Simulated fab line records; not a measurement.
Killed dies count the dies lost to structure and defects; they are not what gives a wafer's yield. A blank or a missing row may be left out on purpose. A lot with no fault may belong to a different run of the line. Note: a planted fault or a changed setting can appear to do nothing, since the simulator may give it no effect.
Matching of chambers -- flow gf180mcu -- 4 sister chambers for GF_CONTACT_CMP_27 on cmp-01
The step polishes, stops on SiO2, t overpolish 15 s, target thk 0 nm. 15 wafers are shown with their chamber, then 7 later ones without.

WAFERS, EACH WITH ITS CHAMBER
wafer,chamber,motor current A (A),overpolish run s (s),time to endpoint s (s)
L608.2,2,11.1,15.011,71.3
L608.3,0,11.1,15.001,71.8
L608.5,1,10.6,14.996,71.6
L609.1,1,10.4,15.007,66.3
L609.2,0,10.9,15.003,73.1
L609.4,3,9.6,15.005,70.8
L611.1,1,11.1,15.002,71.9
L611.3,3,9.9,15.011,73.9
L611.6,0,11.2,14.998,72.3
L614.3,0,11.2,15.000,72.7
L614.4,2,10.6,15.000,72.0
L615.4,3,9.5,15.008,77.9
L615.6,2,10.8,15.019,73.1
L626.2,0,10.9,14.995,72.6
L626.4,2,10.3,15.001,74.6

SIGNATURES (averages over the wafers above)
reading,chamber 0,chamber 1,chamber 2,chamber 3,scatter within a chamber
motor current A,11.060,10.700,10.700,9.667,0.266
overpolish run s,14.99940,15.00167,15.00775,15.00800,0.00571
time to endpoint s,72.500,69.933,72.750,74.200,2.18
Rule: for a wafer and a chamber, the distance is found by dividing, reading by reading, the gap between the wafer's reading and the chamber's mean by the reading's scatter, squaring, summing and taking the root. If the next closest chamber is less than 2 further off than the closest, the wafer can't be placed; otherwise it belongs to the closest. The scatter: take each reading less its chamber's mean, square it, sum over the shown wafers, divide by the number of wafers less the number of chambers, and take the root.

WAFERS WHOSE CHAMBER IS MISSING
wafer,motor current A (A),overpolish run s (s),time to endpoint s (s)
L626.5,10.7,15.002,73.5
L627.2,9.5,15.000,76.1
L627.3,11.3,15.001,71.2
L627.5,10.9,15.006,74.4
L628.1,10.5,14.988,75.5
L628.3,11.2,15.005,72.8
L628.6,11.5,15.011,75.9

WHICH CHAMBER EACH ONE RAN IN
wafer,from the rows above,in truth
L626.5,can't be placed: 2 or 0 or 1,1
L627.2,3,3
L627.3,can't be placed: 0 or 1 or 2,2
L627.5,can't be placed: 2 or 0 or 1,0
L628.1,can't be placed: 0 or 1 or 2 or 3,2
L628.3,can't be placed: 0 or 2 or 1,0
L628.6,can't be placed: 0 or 2 or 1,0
Correctly placed: 1 of 7. Not placeable from these rows: 6 (in 6, the candidates include the true chamber). Placed wrongly: 0.
